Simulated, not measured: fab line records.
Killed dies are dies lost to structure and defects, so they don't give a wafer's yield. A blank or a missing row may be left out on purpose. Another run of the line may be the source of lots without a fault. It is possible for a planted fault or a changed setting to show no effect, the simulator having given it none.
Problem report in the 8D (eight disciplines) form, filled by code | flow gf180mcu | the parts of the form that need people (team, actions taken, sign-off) are left out

1. THE PROBLEM
Mean of heater-power-total-W at GF_VT_IMPLANT_SOFTBAKE_36: 62.95 W over 2 wafers from 1 lot, against 56.60 W (standard deviation 0.046) on wafers with no fault. So: +99 or more standard deviations from the usual mean.
The step: time 60 s.
The first sign was on wafer L351.3 at day 13 17:22, on litho-track-01. Wafers with a number at this step in the record: 38, from 13 lots. Rule for "out" (also "out of limits"): further than 4 standard deviations from the usual mean. Any other wafer with a number is counted as sound.

2. WHAT IT IS, WHAT IT ISN'T
question                    | is                                 | is not
which readings at this step | heater-power-total-W, run-length-s | -
which lots                  | L351                               | L328, L331, L333, L334, L335, L336, L337, L338, L339, L340, L341, L342
which wafers of those lots  | all that have a number             | -
read on which tools         | litho-track-01                     | litho-track-02, litho-track-04
when                        | from day 13 17:22                  | up to then (36 sound wafers)

3. WHAT RULES OUT EACH SUSPECT
Counting: a tool at any process step up to the reading remains a suspect when it ran all the lots that are out and ran no sound lot after the first of those.
- plasma-asher-02 at GF_DNWELL_STRIP_08 (strips in O2/N2): kept. It ran the lot that is out, L351 (day 7 23:10), and no sound lot after that; its last sound lot up to then is L339 (day 5 03:35).
- litho-track-01 at GF_VT_IMPLANT_SOFTBAKE_36 (time 60 s): kept. It ran the lot that is out, L351 (day 13 17:22), and no sound lot after that; its last sound lot up to then is L341 (day 10 15:43). Its own readings are out on those wafers: heater-power-total-W, run-length-s.
After counting, plasma-asher-02 at GF_DNWELL_STRIP_08 and litho-track-01 at GF_VT_IMPLANT_SOFTBAKE_36 remain.

4. THE CAUSE (what the simulator had put in)
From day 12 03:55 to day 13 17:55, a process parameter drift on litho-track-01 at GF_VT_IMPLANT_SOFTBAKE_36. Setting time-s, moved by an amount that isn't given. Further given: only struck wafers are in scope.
This tool is one of the 2 suspects left after counting.

5. THE EFFECT CHAIN, in route order
Each row: a reading where the mean over the struck wafers with a number is more than 3 standard deviations away from the usual. Only readings whose record carries a usual standard deviation are examined. hours: median over the lots of the time between each lot's start at the first step of this table that gives one and its start at this step. sigmas: the change, counted in usual standard deviations.
hours | step                      | reading              | usual   | on struck wafers | change | sigmas
0     | GF_VT_IMPLANT_SOFTBAKE_36 | heater-power-total-W | 56.60 W | 62.95            | +6.35  | +99 or more
0     | GF_VT_IMPLANT_SOFTBAKE_36 | run-length-s         | 88.96 s | 72.47            | -16.49 | -99 or more
It contains these process steps:
- GF_VT_IMPLANT_SOFTBAKE_36: time 60 s.
Later measuring or inspecting steps at which every struck wafer that the step has a row for has a number for every such reading, and none has moved that far: GF_VT_IMPLANT_OVL_MEAS_40, GF_HV_LDD_OVL_MEAS_32.

6. HOW IT WOULD HAVE BEEN CAUGHT EARLIER
In this record no reading fell out of limits until day 13 17:22, 37 hours after the fault had begun at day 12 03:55.
